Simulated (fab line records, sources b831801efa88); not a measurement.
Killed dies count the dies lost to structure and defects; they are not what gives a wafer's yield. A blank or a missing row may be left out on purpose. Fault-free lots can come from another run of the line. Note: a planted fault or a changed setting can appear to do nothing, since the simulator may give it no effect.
A single fault, viewed from 2 desks | flow sky130 | each desk has only its own numbers; what lay behind them comes last

THE METROLOGY DESK
What the gauges read for every lot (on any tool): the sampled wafers with a number, averaged. Marked OUT: a lot whose mean sits more than 4 standard deviations from the usual mean, which makes it out of limits; the brackets give that distance.
Columns: A = SD_N_OVL at SKY_SD_N_OVL_MEAS_08, usual 0.9 nm; B = LOCAL_INTERCONNECT_OVL at SKY_LOCAL_INTERCONNECT_OVL_MEAS_12, usual 2 nm; C = CONTACT_CVD_00_THK at SKY_CONTACT_THK_MEAS_01, usual 74.9 nm; D = cd nm at SKY_CONTACT_CD_MEAS_14, usual 169.8 nm
lot  | first seen here | A    | B  | C               | D
L813 | day 28 21:44    | 1.7  | -1 | 75.5            | 172.8
L814 | day 29 09:02    | 2.7  | 8  | 73.6            | 172.3
L819 | day 30 13:19    | 1.5  | -5 | 74.8            | 169.8
L820 | day 31 02:38    | -0.7 | 2  | 74.7            | 173.7
L821 | day 31 04:40    | 1.8  | 12 | 73.7            | 167.9
L822 | day 31 13:05    | 0.3  | 0  | 74.6            | 167.7
L823 | day 32 06:05    | -0.6 | 6  | 76.0            | 168.8
L824 | day 32 12:20    | -0.0 | 6  | 75.8            | 166.1
L825 | day 32 20:03    | 0.0  | -1 | 75.0            | 170.0
L827 | day 33 11:59    | 1.2  | 1  | 74.9            | 168.2
L829 | day 34 02:32    | 0.8  | -1 | 70.0 (-4.9) OUT | 167.9
L835 | day 35 16:35    | 1.3  | -5 | 75.7            | 170.6
This desk reports L829 out of limits; the earliest was L829 at day 36 11:01 (CONTACT_CVD_00_THK at SKY_CONTACT_THK_MEAS_01). L813, L814, L819, L820, L821, L822, L823, L824, L825, L827, L835: within limits.

TOOL OWNER'S DESK, pecvd-01
The tool's own readings at SKY_CONTACT_CVD_00 (deposits Si3N4, target thk 75 nm): means of the sampled wafers that have a number, for each lot that ran on this tool. Marked OUT: a lot whose mean sits more than 4 standard deviations from the usual mean, which makes it out of limits; the brackets give that distance.
Columns: A = heater power w at SKY_CONTACT_CVD_00, usual 760 W
lot  | first seen here | A
L814 | day 31 22:47    | 888
L819 | day 33 02:16    | 781
L820 | day 33 15:59    | 886
L824 | day 34 22:15    | 797
L825 | day 35 06:07    | 892
L827 | day 35 21:24    | 866
L829 | day 36 10:59    | 846
Result from this desk: across the 7 lots, nothing is out of limits.

PUT TOGETHER
On L829, the metrology desk was in a position to raise an alarm at day 36 11:01.
The desk of the tool owner found nothing out of limits.
The tool owner's desk has L829 on record, within its limits.
The lots listed all ran SKY_CONTACT_CVD_00 on pecvd-01.

WHAT THE SIMULATOR HAD INSERTED
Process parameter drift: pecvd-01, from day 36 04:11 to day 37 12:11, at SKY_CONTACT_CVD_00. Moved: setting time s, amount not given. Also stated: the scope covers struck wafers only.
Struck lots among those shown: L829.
Per desk, hours elapsed from the start of the fault to the first reading out of limits: for the metrology desk, 7.
